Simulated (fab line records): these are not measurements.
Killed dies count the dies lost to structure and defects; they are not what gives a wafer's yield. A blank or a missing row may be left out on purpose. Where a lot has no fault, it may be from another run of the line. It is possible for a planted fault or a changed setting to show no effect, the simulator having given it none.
fab line records	flow sky130
[record] lots = 7	wafers = 21	last_day = 48
route steps=708 shown RES_XHIGH@334 SD_N@342 PAD_OPEN@708
lots that met no fault: taken from a fault-free run of the same line
start_h: hours from the record's opening day to when the first of the lot's shown wafers began	wait_h: hours since the lot's step before	" unchanged from the row above	L1.1+2: several wafers, shown together as one row	- either no value or no given start	* or withheld: withheld	< > ~ a bound
route shown NAME@n: a module of which the file shows steps, and the number in the route of the first	usual: the fault-free wafers' mean and standard deviation	same: alike in all rows	chamber/n: place in a boat	sites: the reading at each site	_std_site: how widely they spread, as a standard deviation	_edge_site: the outer-site mean with the inner-site mean subtracted	radius_mm: how far each site lies from the wafer's centre	mask NAME#n: copy n	behind: the tool/chamber that last shaped the wafer	hold: cause of the lot's hold/its duration in hours/its outcome	device: which transistor (n, p or np) failed to switch	end of line: the route-end tests of the same wafers	a step with no rows: only its recipe	killed: the dies lost at the first sort to structure and to defects; this is not the yield of the wafer	map: per-die view of a wafer (x killed, . not killed, _ where there is no die)
set.NAME: the setting the step ran with; set.NAME@STEP: the setting that earlier step ran with	model.NAME: the simulator's own value behind a step, which no gauge read
lots seen at some steps along the route; tables by step, rows by wafer
services: when a tool's chamber went out of use (start_h, in hours from the record's first day, below 0 if earlier), for how many hours, and the reason
[[steps]]
[step SKY_RES_XHIGH_COAT_02]
[recipe] resist = NOVOLAK	spin_rpm = 3000	resist_thk_nm = 1140
[step SKY_RES_XHIGH_SOFTBAKE_03]
[recipe] temp_c = 90	time_s = 60	resist = NOVOLAK
[step SKY_RES_XHIGH_EXPOSE_04]
[recipe] mask_id = URPM	na = 0.6	source_shape = conventional	sigma_outer = 0.6	polarization = unpolarized	target_cd_nm = 1270	dose_mj = 140
[step SKY_RES_XHIGH_PEB_05]
[recipe] temp_c = withheld	time_s = *	resist = NOVOLAK
[step SKY_RES_XHIGH_DEVELOP_06]
[recipe] resist = NOVOLAK	developer = TMAH	develop_time_s = 60	dev_temp_c = 23
[step SKY_RES_XHIGH_IMPLANT_07]
[recipe] species = BF2	energy_kev = 20	dose_cm2 = 3.6e+14	tilt_deg = 0
[step SKY_RES_XHIGH_STRIP_08]
[recipe] chemistry = O2/N2	power_w = 1400	pressure_mtorr = 1500	platen_temp_c = withheld	o2_flow_sccm = 3000	n2_flow_sccm = 300	overash_fraction = 0.5
[usual] drypump_motor_current_A = 5.6/0.42	oes_product_au = 0.711/0.0045	strip_time_to_endpoint_s = 14.26/0.041
lot.wafer	tool	chamber	start_h	wait_h	drypump_motor_current_A	oes_product_au	rf_hours_counter_h	strip_time_to_endpoint_s
L593.1	plasma_asher-04	1	604.14	0.1	5.3	0.701	97	14.33
L593.3	"	0	"	"	6.3	0.715	-	14.26
L593.5	"	1	"	"	5.3	0.711	-	14.27
L599.4	plasma_asher-01	1	667.72	0.1	5.8	0.708	-	14.23
L599.5	"	1	"	"	5.8	0.717	-	14.19
L599.6	"	0	"	"	5.5	0.703	-	14.18
L601.3	plasma_asher-04	1	680.22	0.1	5.3	0.714	-	14.28
L601.4	"	0	"	"	6.3	0.711	-	14.24
L601.6	"	1	"	"	5.3	0.719	-	14.23
L602.1	plasma_asher-02	0	687.59	0.1	5.6	0.703	25	14.26
L602.2	"	1	"	"	5.1	0.709	25	14.32
L602.5	"	1	"	"	5.1	0.712	-	14.27
L603.2	plasma_asher-04	1	710.39	0.1	5.3	0.714	108	14.20
L603.3	"	0	"	"	6.3	0.705	-	14.27
L603.6	"	0	"	"	6.3	0.711	-	14.25
L606.2	plasma_asher-04	1	715.74	0.1	5.2	0.704	109	14.30
L606.4	"	0	"	"	6.3	0.709	-	14.32
L606.5	"	1	"	"	5.2	0.714	-	14.30
L607.1	plasma_asher-04	0	728.79	0.1	6.3	0.712	110	14.30
L607.2	"	1	"	"	5.3	0.710	110	14.29
L607.4	"	0	"	"	6.3	0.719	-	14.27
[step SKY_RES_XHIGH_TW_MEAS_09]
[usual] RES_XHIGH_TW = 1640/10
lot.wafer	tool	chamber	start_h	wait_h	RES_XHIGH_TW
L593.1	film_metro-04	-	604.24	0.1	1649
L593.3	"	-	"	"	1650
L593.5	"	-	"	"	1645
L599.4	film_metro-04	-	667.82	0.1	1629
L599.5	"	-	"	"	1631
L599.6	"	-	"	"	1631
L601.3	film_metro-03	-	680.31	0.1	1630
L601.4	"	-	"	"	1625
L601.6	"	-	"	"	1627
L602.1	film_metro-04	-	687.69	0.1	1655
L602.2	"	-	"	"	1645
L602.5	"	-	"	"	1639
L603.2	film_metro-02	-	710.50	0.1	1658
L603.3	"	-	"	"	1653
L603.6	"	-	"	"	1659
L606.2	film_metro-04	-	715.85	0.1	1637
L606.4	"	-	"	"	1636
L606.5	"	-	"	"	1640
L607.1	film_metro-04	-	728.89	0.1	1638
L607.2	"	-	"	"	1636
L607.4	"	-	"	"	1637
[step SKY_SD_N_DEHYDRATE_00]
[recipe] temp_c = 200	time_s = 60
[step SKY_SD_N_HMDS_01]
[recipe] prime_time_s = 60	prime_temp_c = 120
[step SKY_SD_N_COAT_02]
[recipe] resist = NOVOLAK	spin_rpm = 3000	resist_thk_nm = 1140
[step SKY_SD_N_SOFTBAKE_03]
[recipe] temp_c = 90	time_s = 60	resist = NOVOLAK
[step SKY_SD_N_EXPOSE_04]
[recipe] mask_id = NSDM	na = 0.6	source_shape = conventional	sigma_outer = 0.6	polarization = unpolarized	target_cd_nm = 380	dose_mj = 141
lot.wafer	tool	chamber	start_h	wait_h	mask	model.SD_N.overlay_x_nm
L593.1+3+5	iline_stepper-01	0	618.59	-	NSDM#0	-1.069
L599.4+5+6	iline_stepper-02	0	682.39	-	NSDM#0	-0.8309
L601.3+4+6	iline_stepper-02	0	694.57	-	NSDM#0	228.2
L602.1+2+5	iline_stepper-02	0	702.74	-	NSDM#0	227.1
L603.2+3+6	iline_stepper-02	0	723.85	-	NSDM#0	227.9
L606.2+4+5	iline_stepper-01	0	729.63	-	NSDM#0	-1.231
L607.1+2+4	iline_stepper-01	0	742.54	-	NSDM#0	-2.416
[step SKY_SD_N_PEB_05]
[recipe] temp_c = withheld	time_s = *	resist = NOVOLAK
[step SKY_SD_N_DEVELOP_06]
[recipe] resist = NOVOLAK	developer = TMAH	develop_time_s = 60	dev_temp_c = 23
[step SKY_SD_N_CD_MEAS_07]
[recipe] target_cd_nm = 380
[usual] cd_nm = 380.8/2.3
lot.wafer	tool	chamber	start_h	wait_h	cd_nm
L593.1	cd_sem-01	-	632.39	0.1	377.9
L593.3	"	-	"	"	377.2
L593.5	"	-	"	"	377.3
L599.4	cd_sem-01	-	696.60	0.1	381.7
L599.5	"	-	"	"	381.3
L599.6	"	-	"	"	382.2
L601.3	cd_sem-01	-	708.63	0.1	380.0
L601.4	"	-	"	"	380.0
L601.6	"	-	"	"	380.7
L602.1	cd_sem-02	-	715.89	0.1	383.0
L602.2	"	-	"	"	378.1
L602.5	"	-	"	"	381.8
L603.2	cd_sem-01	-	737.46	0.1	377.4
L603.3	"	-	"	"	377.3
L603.6	"	-	"	"	379.1
L606.2	cd_sem-01	-	742.91	0.1	380.7
L606.4	"	-	"	"	380.2
L606.5	"	-	"	"	383.9
L607.1	cd_sem-01	-	755.99	0.1	381.1
L607.2	"	-	"	"	381.8
L607.4	"	-	"	"	383.3
[step SKY_SD_N_OVL_MEAS_08]
[usual] SD_N_OVL = 0.0/1.4
lot.wafer	tool	chamber	start_h	wait_h	SD_N_OVL[nm]
L593.1	overlay-01	-	632.51	0.1	0.4
L593.3	"	-	"	"	-0.4
L593.5	"	-	"	"	0.3
L599.4	overlay-01	-	696.67	0.1	-0.7
L599.5	"	-	"	"	-0.6
L599.6	"	-	"	"	-1.1
L601.3	overlay-02	-	708.72	0.1	227.7
L601.4	"	-	"	"	227.5
L601.6	"	-	"	"	229.9
L602.1	overlay-01	-	716.01	0.1	228.3
L602.2	"	-	"	"	228.9
L602.5	"	-	"	"	229.5
L603.2	overlay-01	-	737.56	0.1	228.5
L603.3	"	-	"	"	229.4
L603.6	"	-	"	"	229.3
L606.2	overlay-01	-	743.01	0.1	-2.4
L606.4	"	-	"	"	-2.0
L606.5	"	-	"	"	-1.8
L607.1	overlay-02	-	756.11	0.1	-2.2
L607.2	"	-	"	"	-2.9
L607.4	"	-	"	"	-1.1
[step SKY_SD_N_IMPLANT_09]
[recipe] species = As	energy_kev = 50	dose_cm2 = 4e+15	tilt_deg = 0
[step SKY_PAD_OPEN_PROBE_99]
[usual] killed_at_M0_to_M3 = 44/6.5	killed_at_M4_up = 3.3/1.9	killed_at_contacts = 23/4.7	killed_at_front_end = 15/4.5	killed_at_other = 0.2/0.52	killed_dies = 86/8.9	killed_on_rim = 17/3.7	killed_open = 47/6.8	killed_short = 39/6.1
[same] gross_dies = 492	killed_at_back_side = 0
lot.wafer	tool	chamber	start_h	wait_h	killed_at_M0_to_M3	killed_at_M4_up	killed_at_contacts	killed_at_front_end	killed_at_other	killed_dies	killed_on_rim	killed_open	killed_short
L601.3	prober-01	-	1114.66	0.2	42	3	22	425	0	492	96	42	34
L601.4	prober-01	-	1114.71	0.2	42	3	16	430	1	492	96	39	32
L601.6	prober-01	-	1114.81	0.2	39	3	20	430	0	492	96	53	27
L602.1	prober-02	-	1119.58	0.1	36	3	25	427	1	492	96	47	33
L602.2	prober-02	-	1119.63	0.1	43	4	18	425	2	492	96	47	41
L602.5	prober-02	-	1119.78	0.2	43	1	21	425	2	492	96	36	47
L603.2	prober-01	-	1134.85	0.1	48	4	26	414	0	492	96	51	43
L603.3	prober-01	-	1134.90	0.2	47	2	28	415	0	492	96	54	43
L603.6	prober-01	-	1135.05	0.2	51	7	24	409	1	492	96	55	41
// killed by level:class
L601.3 SD_N:overlay=416 VIA1:geometric_particle:open=10 VIA3:geometric_particle:open=8 CONTACT:geometric_particle:open=7 VIA3:geometric_particle:short=7 LOCAL_INTERCONNECT:geometric_particle:short=5 LI_CONTACT:geometric_particle:open=4 METAL1:geometric_particle:short=4
L601.4 SD_N:overlay=421 VIA3:geometric_particle:open=10 CONTACT:geometric_particle:open=7 METAL2:geometric_particle:short=7 VIA2:geometric_particle:open=7 LOCAL_INTERCONNECT:geometric_particle:short=4 FIELD_ISO:geometric_particle:short=3 LI_CONTACT:geometric_particle:open=3
L601.6 SD_N:overlay=412 VIA2:geometric_particle:open=9 VIA1:geometric_particle:open=8 POLY_GATE:geometric_particle:short=7 LI_CONTACT:geometric_particle:open=7 VIA3:geometric_particle:open=7 FIELD_ISO:geometric_particle:open=5 LOCAL_INTERCONNECT:geometric_particle:short=5
L602.1 SD_N:overlay=412 CONTACT:geometric_particle:open=9 VIA2:geometric_particle:open=9 LI_CONTACT:geometric_particle:open=6 VIA3:geometric_particle:open=6 VIA1:geometric_particle:open=6 CONTACT:geometric_particle:short=5 METAL2:geometric_particle:short=5
L602.2 SD_N:overlay=404 VIA2:geometric_particle:open=8 VIA1:geometric_particle:open=8 FIELD_ISO:geometric_particle:short=7 FIELD_ISO:geometric_particle:open=6 CONTACT:geometric_particle:open=6 VIA2:geometric_particle:short=6 LOCAL_INTERCONNECT:geometric_particle:short=5
L602.5 SD_N:overlay=409 METAL2:geometric_particle:short=9 LOCAL_INTERCONNECT:geometric_particle:short=9 VIA1:geometric_particle:open=9 CONTACT:geometric_particle:open=5 METAL1:geometric_particle:short=5 VIA2:geometric_particle:open=4 FIELD_ISO:geometric_particle:short=3
L603.2 SD_N:overlay=398 VIA1:geometric_particle:open=15 VIA3:geometric_particle:open=10 CONTACT:geometric_particle:open=8 LI_CONTACT:geometric_particle:open=7 LOCAL_INTERCONNECT:geometric_particle:short=7 FIELD_ISO:geometric_particle:short=6 VIA1:geometric_particle:short=5
L603.3 SD_N:overlay=395 FIELD_ISO:geometric_particle:open=9 CONTACT:geometric_particle:open=8 CONTACT:geometric_particle:short=7 VIA2:geometric_particle:open=7 VIA3:geometric_particle:open=7 LOCAL_INTERCONNECT:geometric_particle:short=6 VIA1:geometric_particle:short=6
L603.6 SD_N:overlay=396 VIA1:geometric_particle:open=15 CONTACT:geometric_particle:open=12 METAL2:geometric_particle:short=9 VIA2:geometric_particle:short=6 FIELD_ISO:geometric_particle:open=5 VIA3:geometric_particle:open=5 VIA2:geometric_particle:open=4
// map L601.3 (x killed, . not)
__________xxxxxxxxxx_________
________xxxxxxxxxxxxxx_______
______xxxxxxxxxxxxxxxxxx_____
_____xxxxxxxxxxxxxxxxxxxx____
____xxxxxxxxxxxxxxxxxxxxxx___
___xxxxxxxxxxxxxxxxxxxxxxxx__
__xxxxxxxxxxxxxxxxxxxxxxxxxx_
_xxxxxxxxxxxxxxxxxxxxxxxxxxxx
_xxxxxxxxxxxxxxxxxxxxxxxxxxxx
_xxxxxxxxxxxxxxxxxxxxxxxxxxxx
_xxxxxxxxxxxxxxxxxxxxxxxxxxxx
_xxxxxxxxxxxxxxxxxxxxxxxxxxxx
_xxxxxxxxxxxxxxxxxxxxxxxxxxxx
_xxxxxxxxxxxxxxxxxxxxxxxxxxxx
_xxxxxxxxxxxxxxxxxxxxxxxxxxxx
__xxxxxxxxxxxxxxxxxxxxxxxxxx_
___xxxxxxxxxxxxxxxxxxxxxxxx__
____xxxxxxxxxxxxxxxxxxxxxx___
_____xxxxxxxxxxxxxxxxxxxx____
______xxxxxxxxxxxxxxxxxx_____
________xxxxxxxxxxxxxx_______
__________xxxxxxxxxx_________
// map L602.1 (x killed, . not)
__________xxxxxxxxxx_________
________xxxxxxxxxxxxxx_______
______xxxxxxxxxxxxxxxxxx_____
_____xxxxxxxxxxxxxxxxxxxx____
____xxxxxxxxxxxxxxxxxxxxxx___
___xxxxxxxxxxxxxxxxxxxxxxxx__
__xxxxxxxxxxxxxxxxxxxxxxxxxx_
_xxxxxxxxxxxxxxxxxxxxxxxxxxxx
_xxxxxxxxxxxxxxxxxxxxxxxxxxxx
_xxxxxxxxxxxxxxxxxxxxxxxxxxxx
_xxxxxxxxxxxxxxxxxxxxxxxxxxxx
_xxxxxxxxxxxxxxxxxxxxxxxxxxxx
_xxxxxxxxxxxxxxxxxxxxxxxxxxxx
_xxxxxxxxxxxxxxxxxxxxxxxxxxxx
_xxxxxxxxxxxxxxxxxxxxxxxxxxxx
__xxxxxxxxxxxxxxxxxxxxxxxxxx_
___xxxxxxxxxxxxxxxxxxxxxxxx__
____xxxxxxxxxxxxxxxxxxxxxx___
_____xxxxxxxxxxxxxxxxxxxx____
______xxxxxxxxxxxxxxxxxx_____
________xxxxxxxxxxxxxx_______
__________xxxxxxxxxx_________
[[services]]
tool	chamber	start_h	hours	kind
iline_stepper-01	-	584.85	1.7	pm
iline_stepper-02	-	646.07	16.9	repair
iline_stepper-02	-	679.67	1.7	pm
iline_stepper-01	-	686.21	1.4	repair
plasma_asher-01	-	704.36	2.3	repair
iline_stepper-01	-	715.01	7.2	repair
plasma_asher-01	-	721.53	4.0	repair
plasma_asher-04	-	733.75	9.0	pm
plasma_asher-04	0	733.75	9.0	vent_cycle
plasma_asher-04	1	733.75	9.0	vent_cycle
[[key]]
[first_sign] step = SKY_SD_N_OVL_MEAS_08	reading = SD_N_OVL	direction = up	sigmas = 99+	usual = 0.0	struck = 228.8
[effect] step = SKY_PAD_OPEN_PROBE_99	reading = killed_at_front_end	direction = up	sigmas = 91	usual = 15	struck = 422
[model_effect] step = SKY_SD_N_EXPOSE_04	value = SD_N.overlay_x_nm	without = -0.815	struck = 227.7
[more_kills_born_at] SKY_SD_N_EXPOSE_04@iline_stepper-02 = 3663
met_at SKY_SD_N_EXPOSE_04
struck_wafers L601.3,L601.4,L601.6,L602.1,L602.2,L602.5,L603.2,L603.3,L603.6
tester_left_out L601,L602,L603
onset_between 682.39 694.57
[fault] kind = scanner_matching_overlay	tool = iline_stepper-02	chamber = -	onset_h = 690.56	steps = SKY_SD_N_EXPOSE_04	offset = 228.54
// tester_left_out: of these lots the tester's yield and bins aren't shown, on N5 and GAA mostly nor the transistor test; their killed dies are dies lost to structure and defects alone, not to doping, threshold or leakage, so they don't give the yield
